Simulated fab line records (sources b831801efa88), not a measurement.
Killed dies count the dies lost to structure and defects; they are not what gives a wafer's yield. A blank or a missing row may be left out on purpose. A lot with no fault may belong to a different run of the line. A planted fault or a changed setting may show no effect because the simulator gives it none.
fab line records -- flow sky130
record: lots: 11, wafers: 33, lastDay: 50
route steps=708 shown GATE_OXIDE@201 POLY_GATE@205 LDD_N@248 LDD_P@265 PAD_OPEN@708
lots that met no fault: taken from a fault-free run of the same line
startH: start of the lot's first displayed wafer, in hours after the record's first day -- waitH: how many hours have passed since the lot's step before this one -- " identical to the entry in the row above -- L1.1+2: a single row standing in for several wafers -- - no value, or no start was given -- * or withheld: withheld -- < > ~ a bound
route shown NAME@n: a module of which the file shows steps, and the number in the route of the first -- usual: average and standard deviation across the fault-free wafers -- same: alike in all rows -- chamber/n: place in a boat -- sites: per-site readings -- _std_site: the standard deviation of these -- _edge_site: mean of outer sites minus mean of inner sites -- radiusMm: how far each site lies from the wafer's centre -- mask NAME#n: copy n -- behind: the last tool/chamber to shape the wafer -- hold: the reason the lot was held/the length of the hold in hours/how it ended -- device: names the non-switching transistor (n, p or np) -- end of line: at the end of the route, the tests of the same wafers -- a step given without rows: its recipe and nothing more -- killed: not the wafer's yield, but the dies lost to structure and defects at the first sort -- map: per-die view of a wafer (x killed, . not killed, _ where there is no die)
set.NAME: the run value of the setting; set.NAME@STEP: its run value at that earlier step -- model.NAME: the simulator's own value behind a step, which no gauge read
route steps across a sampled set of lots; one table per step, one row per wafer
services: a tool's chamber out of use, with start hour (startH, from the record's first day; less than 0 if before it), hours out, and reason
== steps ==
step: SKY_GATE_OXIDE_TW_MEAS_14
usual: GATE_OXIDE_TW: 227.4/1.4
lot.wafer,tool,chamber,startH,waitH,GATE_OXIDE_TW
L592.1,filmMetro-01,-,299.71,0.1,228.6
L592.2,filmMetro-01,-,299.71,0.1,230.9
L592.6,filmMetro-01,-,299.71,0.1,228.5
L593.2,filmMetro-04,-,313.28,0.1,227.4
L593.3,filmMetro-04,-,313.28,0.1,225.7
L593.6,filmMetro-04,-,313.28,0.1,226.4
L594.1,filmMetro-04,-,330.42,0.1,225.8
L594.2,filmMetro-04,-,330.42,0.1,226.3
L594.5,filmMetro-04,-,330.42,0.1,226.1
L597.3,filmMetro-02,-,353.59,0.1,226.9
L597.4,filmMetro-02,-,353.59,0.1,226.9
L597.6,filmMetro-02,-,353.59,0.1,228.1
L599.3,filmMetro-01,-,363.08,0.1,228.1
L599.5,filmMetro-01,-,363.08,0.1,228.1
L599.6,filmMetro-01,-,363.08,0.1,227.3
L600.1,filmMetro-01,-,375.18,0.1,227.0
L600.3,filmMetro-01,-,375.18,0.1,227.9
L600.4,filmMetro-01,-,375.18,0.1,227.0
L607.1,filmMetro-04,-,435.92,0.1,225.5
L607.2,filmMetro-04,-,435.92,0.1,225.1
L607.6,filmMetro-04,-,435.92,0.1,223.0
L608.2,filmMetro-01,-,439.08,0.1,231.3
L608.4,filmMetro-01,-,439.08,0.1,230.4
L608.5,filmMetro-01,-,439.08,0.1,229.4
L613.4,filmMetro-04,-,479.79,0.1,227.5
L613.5,filmMetro-04,-,479.79,0.1,226.9
L613.6,filmMetro-04,-,479.79,0.1,227.5
L614.2,filmMetro-02,-,495.78,0.1,227.1
L614.4,filmMetro-02,-,495.78,0.1,228.5
L614.6,filmMetro-02,-,495.78,0.1,226.7
L615.2,filmMetro-01,-,502.83,0.1,230.7
L615.4,filmMetro-01,-,502.83,0.1,228.5
L615.5,filmMetro-01,-,502.83,0.1,229.2
step: SKY_POLY_GATE_THK_MEAS_01
recipe: reads: poly-Si_of_POLY_GATE_CVD_00
usual: POLY_GATE_CVD_00_THK: 178.6/1.7
lot.wafer,tool,chamber,startH,waitH,POLY_GATE_CVD_00_THK[nm]
L592.1,filmMetro-02,-,308.82,0.0,180.1
L592.2,filmMetro-02,-,308.82,0.0,179.7
L592.6,filmMetro-02,-,308.82,0.0,177.9
L593.2,filmMetro-03,-,321.46,0.0,178.1
L593.3,filmMetro-03,-,321.46,0.0,178.9
L593.6,filmMetro-03,-,321.46,0.0,174.9
L594.1,filmMetro-03,-,333.26,0.0,179.6
L594.2,filmMetro-03,-,333.26,0.0,179.3
L594.5,filmMetro-03,-,333.26,0.0,178.9
L597.3,filmMetro-02,-,357.60,0.0,178.2
L597.4,filmMetro-02,-,357.60,0.0,177.8
L597.6,filmMetro-02,-,357.60,0.0,176.5
L599.3,filmMetro-03,-,366.98,0.0,178.2
L599.5,filmMetro-03,-,366.98,0.0,177.8
L599.6,filmMetro-03,-,366.98,0.0,178.1
L600.1,filmMetro-04,-,378.79,0.0,176.5
L600.3,filmMetro-04,-,378.79,0.0,176.1
L600.4,filmMetro-04,-,378.79,0.0,176.6
L607.1,filmMetro-03,-,439.74,0.0,179.8
L607.2,filmMetro-03,-,439.74,0.0,178.9
L607.6,filmMetro-03,-,439.74,0.0,177.8
L608.2,filmMetro-04,-,442.57,0.0,180.8
L608.4,filmMetro-04,-,442.57,0.0,179.4
L608.5,filmMetro-04,-,442.57,0.0,180.4
L613.4,filmMetro-02,-,483.88,0.0,179.4
L613.5,filmMetro-02,-,483.88,0.0,177.9
L613.6,filmMetro-02,-,483.88,0.0,178.8
L614.2,filmMetro-02,-,498.62,0.0,179.9
L614.4,filmMetro-02,-,498.62,0.0,180.1
L614.6,filmMetro-02,-,498.62,0.0,180.2
L615.2,filmMetro-02,-,505.68,0.0,177.8
L615.4,filmMetro-02,-,505.68,0.0,177.3
L615.5,filmMetro-02,-,505.68,0.0,176.2
step: SKY_LDD_N_IMPLANT_11
recipe: species: As, energyKev: 20, doseCm2: 7.5e+13, tiltDeg: withheld, rotationDeg: 293
usual: faradayCurrentUA: 423/9.3
lot.wafer,tool,chamber,startH,waitH,faradayCurrentUA
L592.1,implanter-02,0,397.01,0.1,418
L592.2,implanter-02,0,397.01,0.1,433
L592.6,implanter-02,0,397.01,0.1,446
L593.2,implanter-01,0,409.53,0.1,446
L593.3,implanter-01,0,409.53,0.1,433
L593.6,implanter-01,0,409.53,0.1,408
L593.2,implanter-01,0,409.85,0.3,418
L593.3,implanter-01,0,409.85,0.3,415
L593.6,implanter-01,0,409.85,0.3,431
L594.1,implanter-02,0,423.26,0.1,410
L594.2,implanter-02,0,423.26,0.1,442
L594.5,implanter-02,0,423.26,0.1,413
L594.1,implanter-02,0,423.58,0.3,433
L594.2,implanter-02,0,423.58,0.3,425
L594.5,implanter-02,0,423.58,0.3,429
L597.3,implanter-04,0,452.71,0.1,416
L597.4,implanter-04,0,452.71,0.1,426
L597.6,implanter-04,0,452.71,0.1,433
L599.3,implanter-04,0,462.36,0.1,415
L599.5,implanter-04,0,462.36,0.1,423
L599.6,implanter-04,0,462.36,0.1,417
L599.3,implanter-04,0,462.68,0.3,436
L599.5,implanter-04,0,462.68,0.3,420
L599.6,implanter-04,0,462.68,0.3,415
L600.1,implanter-01,0,478.11,0.1,428
L600.3,implanter-01,0,478.11,0.1,411
L600.4,implanter-01,0,478.11,0.1,424
L607.1,implanter-02,0,536.11,0.1,430
L607.2,implanter-02,0,536.11,0.1,418
L607.6,implanter-02,0,536.11,0.1,411
L608.2,implanter-02,0,539.39,0.1,431
L608.4,implanter-02,0,539.39,0.1,445
L608.5,implanter-02,0,539.39,0.1,434
L613.4,implanter-02,0,578.79,0.1,401
L613.5,implanter-02,0,578.79,0.1,433
L613.6,implanter-02,0,578.79,0.1,408
L614.2,implanter-04,0,591.89,0.1,412
L614.4,implanter-04,0,591.89,0.1,419
L614.6,implanter-04,0,591.89,0.1,424
L615.2,implanter-02,0,598.39,0.1,424
L615.4,implanter-02,0,598.39,0.1,421
L615.5,implanter-02,0,598.39,0.1,423
step: SKY_LDD_N_STRIP_16
recipe: chemistry: O2/N2, powerW: 1400, pressureMtorr: 1500, platenTempC: withheld, o2FlowSccm: 3000, n2FlowSccm: 300, overashFraction: 0.5
usual: drypumpMotorCurrentA: 5.7/0.34, oesProductAu: 0.407/0.0047, stripTimeToEndpointS: 4.323/0.012
lot.wafer,tool,chamber,startH,waitH,drypumpMotorCurrentA,oesProductAu,rfHoursCounterH,stripTimeToEndpointS
L592.1,plasmaAsher-03,1,397.76,0.1,5.8,0.410,60,4.311
L592.2,plasmaAsher-03,0,397.76,0.1,4.9,0.400,60,4.317
L592.6,plasmaAsher-03,1,397.76,0.1,5.8,0.409,-,4.320
L593.2,plasmaAsher-03,1,410.57,0.1,5.8,0.408,61,4.519
L593.3,plasmaAsher-03,1,410.57,0.1,5.8,0.399,-,4.525
L593.6,plasmaAsher-03,1,410.57,0.1,5.8,0.398,-,4.503
L594.1,plasmaAsher-03,1,424.33,0.1,5.8,0.409,63,4.545
L594.2,plasmaAsher-03,0,424.33,0.1,4.9,0.403,63,4.530
L594.5,plasmaAsher-03,1,424.33,0.1,5.8,0.411,-,4.525
L597.3,plasmaAsher-04,0,453.45,0.1,5.8,0.409,-,4.316
L597.4,plasmaAsher-04,1,453.45,0.1,6.0,0.411,-,4.337
L597.6,plasmaAsher-04,0,453.45,0.1,5.8,0.409,-,4.332
L599.3,plasmaAsher-04,0,463.41,0.1,5.8,0.396,-,4.521
L599.5,plasmaAsher-04,1,463.41,0.1,6.0,0.406,-,4.521
L599.6,plasmaAsher-04,0,463.41,0.1,5.8,0.406,-,4.511
L600.1,plasmaAsher-04,1,478.86,0.1,6.0,0.407,4,4.331
L600.3,plasmaAsher-04,0,478.86,0.1,5.8,0.411,-,4.338
L600.4,plasmaAsher-04,1,478.86,0.1,6.0,0.404,-,4.303
L607.1,plasmaAsher-04,1,536.86,0.1,6.0,0.398,12,4.309
L607.2,plasmaAsher-04,0,536.86,0.1,5.9,0.407,12,4.313
L607.6,plasmaAsher-04,1,536.86,0.1,6.0,0.403,-,4.301
L608.2,plasmaAsher-02,0,540.11,0.1,5.7,0.403,44,4.310
L608.4,plasmaAsher-02,1,540.11,0.1,5.8,0.403,-,4.333
L608.5,plasmaAsher-02,1,540.11,0.1,5.8,0.405,-,4.337
L613.4,plasmaAsher-02,0,579.50,0.1,5.7,0.403,-,4.322
L613.5,plasmaAsher-02,1,579.50,0.1,5.8,0.412,-,4.334
L613.6,plasmaAsher-02,0,579.50,0.1,5.7,0.409,-,4.325
L614.2,plasmaAsher-02,0,592.61,0.1,5.7,0.415,49,4.316
L614.4,plasmaAsher-02,1,592.61,0.1,5.8,0.412,-,4.330
L614.6,plasmaAsher-02,0,592.61,0.1,5.7,0.409,-,4.316
L615.2,plasmaAsher-03,1,599.11,0.1,5.8,0.409,77,4.314
L615.4,plasmaAsher-03,0,599.11,0.1,4.9,0.405,-,4.325
L615.5,plasmaAsher-03,1,599.11,0.1,5.8,0.413,-,4.327
step: SKY_LDD_N_TW_MEAS_17
usual: LDD_N_TW: 2605/29
lot.wafer,tool,chamber,startH,waitH,LDD_N_TW
L592.1,filmMetro-03,-,397.86,0.1,2563
L592.2,filmMetro-03,-,397.86,0.1,2569
L592.6,filmMetro-03,-,397.86,0.1,2566
L593.2,filmMetro-03,-,410.68,0.1,2678
L593.3,filmMetro-03,-,410.68,0.1,2679
L593.6,filmMetro-03,-,410.68,0.1,2676
L594.1,filmMetro-02,-,424.43,0.1,2728
L594.2,filmMetro-02,-,424.43,0.1,2723
L594.5,filmMetro-02,-,424.43,0.1,2727
L597.3,filmMetro-01,-,453.53,0.1,2660
L597.4,filmMetro-01,-,453.53,0.1,2658
L597.6,filmMetro-01,-,453.53,0.1,2664
L599.3,filmMetro-03,-,463.50,0.1,2682
L599.5,filmMetro-03,-,463.50,0.1,2695
L599.6,filmMetro-03,-,463.50,0.1,2674
L600.1,filmMetro-02,-,478.96,0.1,2612
L600.3,filmMetro-02,-,478.96,0.1,2601
L600.4,filmMetro-02,-,478.96,0.1,2622
L607.1,filmMetro-03,-,536.96,0.1,2581
L607.2,filmMetro-03,-,536.96,0.1,2576
L607.6,filmMetro-03,-,536.96,0.1,2576
L608.2,filmMetro-01,-,540.22,0.1,2634
L608.4,filmMetro-01,-,540.22,0.1,2641
L608.5,filmMetro-01,-,540.22,0.1,2626
L613.4,filmMetro-03,-,579.59,0.1,2591
L613.5,filmMetro-03,-,579.59,0.1,2588
L613.6,filmMetro-03,-,579.59,0.1,2583
L614.2,filmMetro-03,-,592.72,0.1,2588
L614.4,filmMetro-03,-,592.72,0.1,2589
L614.6,filmMetro-03,-,592.72,0.1,2588
L615.2,filmMetro-01,-,599.22,0.1,2627
L615.4,filmMetro-01,-,599.22,0.1,2640
L615.5,filmMetro-01,-,599.22,0.1,2623
step: SKY_LDD_P_STRIP_10
recipe: chemistry: O2/N2, powerW: 1400, pressureMtorr: 1500, platenTempC: withheld, o2FlowSccm: 3000, n2FlowSccm: 300, overashFraction: 0.5
usual: drypumpMotorCurrentA: 5.87/0.11, oesProductAu: 0.716/0.0043, stripTimeToEndpointS: 14.20/0.039
lot.wafer,tool,chamber,startH,waitH,drypumpMotorCurrentA,oesProductAu,rfHoursCounterH,stripTimeToEndpointS
L592.1,plasmaAsher-01,0,427.78,0.1,5.87,0.711,69,14.22
L592.2,plasmaAsher-01,1,427.78,0.1,5.95,0.710,69,14.22
L592.6,plasmaAsher-01,1,427.78,0.1,5.94,0.719,-,14.19
L593.2,plasmaAsher-04,0,440.43,0.1,5.77,0.717,1,14.21
L593.3,plasmaAsher-04,1,440.43,0.1,6.01,0.712,-,14.14
L593.6,plasmaAsher-04,1,440.43,0.1,6.02,0.714,-,14.19
L594.1,plasmaAsher-01,1,455.03,0.1,5.94,0.718,71,14.27
L594.2,plasmaAsher-01,0,455.03,0.1,5.85,0.721,71,14.25
L594.5,plasmaAsher-01,1,455.03,0.1,5.93,0.718,-,14.24
L597.3,plasmaAsher-04,0,484.46,0.1,5.78,0.707,-,14.20
L597.4,plasmaAsher-04,1,484.46,0.1,6.02,0.714,-,14.15
L597.6,plasmaAsher-04,0,484.46,0.1,5.75,0.713,-,14.16
L599.3,plasmaAsher-02,1,494.12,0.1,5.79,0.718,-,14.24
L599.5,plasmaAsher-02,0,494.12,0.1,5.71,0.712,-,14.19
L599.6,plasmaAsher-02,1,494.12,0.1,5.78,0.714,-,14.19
L600.1,plasmaAsher-04,1,509.48,0.1,6.02,0.709,8,14.23
L600.3,plasmaAsher-04,1,509.48,0.1,6.02,0.718,-,14.22
L600.4,plasmaAsher-04,0,509.48,0.1,5.78,0.714,-,14.18
L607.1,plasmaAsher-02,0,566.58,0.1,5.72,0.719,47,14.25
L607.2,plasmaAsher-02,1,566.58,0.1,5.79,0.711,47,14.23
L607.6,plasmaAsher-02,0,566.58,0.1,5.72,0.715,-,14.28
L608.2,plasmaAsher-02,1,569.88,0.1,5.79,0.722,47,14.21
L608.4,plasmaAsher-02,1,569.88,0.1,5.78,0.714,-,14.26
L608.5,plasmaAsher-02,1,569.88,0.1,5.79,0.716,-,14.19
L613.4,plasmaAsher-04,1,609.06,0.1,6.04,0.714,-,14.16
L613.5,plasmaAsher-04,0,609.06,0.1,5.84,0.720,-,14.13
L613.6,plasmaAsher-04,1,609.06,0.1,6.03,0.722,-,14.12
L614.2,plasmaAsher-01,0,621.03,0.1,5.85,0.718,89,14.19
L614.4,plasmaAsher-01,1,621.03,0.1,5.94,0.720,-,14.19
L614.6,plasmaAsher-01,0,621.03,0.1,5.86,0.717,-,14.20
L615.2,plasmaAsher-04,0,627.97,0.1,5.80,0.719,21,14.19
L615.4,plasmaAsher-04,1,627.97,0.1,6.02,0.707,-,14.19
L615.5,plasmaAsher-04,0,627.97,0.1,5.77,0.719,-,14.19
step: SKY_PAD_OPEN_PROBE_99
usual: killed_at_M0_to_M3: 44/7.7, killed_at_M4_up: 3.2/1.7, killedAtContacts: 24/5.3, killedAtFrontEnd: 15/4.3, killedAtOther: 0.3/0.57, killedDies: 87/11, killedOpen: 47/7.4, killedShort: 40/6.5
same: grossDies: 492, killedAtBackSide: 0
lot.wafer,tool,chamber,startH,waitH,killed_at_M0_to_M3,killed_at_M4_up,killedAtContacts,killedAtFrontEnd,killedAtOther,killedDies,killedOpen,killedShort
L608.2,prober-01,-,1162.73,0.1,46,8,25,19,1,99,43,55
L608.4,prober-01,-,1162.83,0.2,53,9,22,7,0,91,52,39
L608.5,prober-01,-,1162.88,0.2,37,1,32,11,1,82,45,37
killed by level:class
L608.2 CONTACT:geometricParticle:open=8 CONTACT:geometricParticle:short=7 VIA2:geometricParticle:open=7 METAL4:geometricParticle:short=7 METAL1:geometricParticle:short=6 VIA1:geometricParticle:open=6 FIELD_ISO:geometricParticle:open=5 LI_CONTACT:geometricParticle:open=5
L608.4 VIA3:geometricParticle:open=12 METAL1:geometricParticle:short=9 VIA1:geometricParticle:open=9 LI_CONTACT:geometricParticle:open=7 METAL4:geometricParticle:short=6 CONTACT:geometricParticle:open=5 CONTACT:geometricParticle:short=5 VIA1:geometricParticle:short=4
L608.5 CONTACT:geometricParticle:open=13 VIA1:geometricParticle:open=8 LI_CONTACT:geometricParticle:short=7 VIA2:geometricParticle:open=7 LOCAL_INTERCONNECT:geometricParticle:short=6 VIA2:geometricParticle:short=5 VIA3:geometricParticle:open=4 POLY_GATE:geometricParticle:short=3
== services ==
tool,chamber,startH,hours,kind
implanter-04,-,394.14,1.7,repair
implanter-04,-,395.62,8.4,repair
implanter-01,-,402.23,2.1,repair
plasmaAsher-03,-,418.12,2.8,pm
plasmaAsher-04,-,421.25,9.0,pm
plasmaAsher-04,0,421.25,9.0,ventCycle
plasmaAsher-04,1,421.25,9.0,ventCycle
implanter-01,-,423.32,34.8,repair
plasmaAsher-04,0,430.25,-,clean
plasmaAsher-04,1,430.25,-,clean
implanter-02,-,436.01,2.5,pm
plasmaAsher-01,-,445.00,2.0,repair
implanter-01,-,460.98,3.9,repair
implanter-04,-,468.29,1.6,repair
implanter-01,-,490.55,1.2,repair
plasmaAsher-03,-,494.48,44.3,pm
implanter-01,-,554.89,1.2,repair
plasmaAsher-02,-,567.58,1.8,repair
plasmaAsher-01,-,597.15,1.4,repair
implanter-01,-,603.71,2.9,pm
== key ==
firstSign: step: SKY_LDD_N_IMPLANT_11, reading: visit, direction: added
effect: step: SKY_LDD_N_STRIP_16, reading: stripTimeToEndpointS, direction: up, sigmas: 16, usual: *, struck: *
effect: step: SKY_LDD_N_TW_MEAS_17, reading: LDD_N_TW, direction: up, sigmas: 3.1, usual: 2605, struck: 2696
metAt SKY_LDD_N_IMPLANT_11
struckLots L593,L594,L599
testerLeftOut L593,L594,L599
notActingAt SKY_GATE_OXIDE_TW_MEAS_14,SKY_POLY_GATE_THK_MEAS_01,SKY_LDD_P_STRIP_10
fault: kind: repeatedStepWhole, tool: implanter-01,implanter-02,implanter-04, chamber: -, onsetH: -, steps: SKY_LDD_N_IMPLANT_11, times: 1, scope: struckLotsOnly
testerLeftOut: of these lots the tester's yield and bins aren't shown, on N5 and GAA mostly nor the transistor test; their killed dies are dies lost to structure and defects alone, not to doping, threshold or leakage, so they don't give the yield
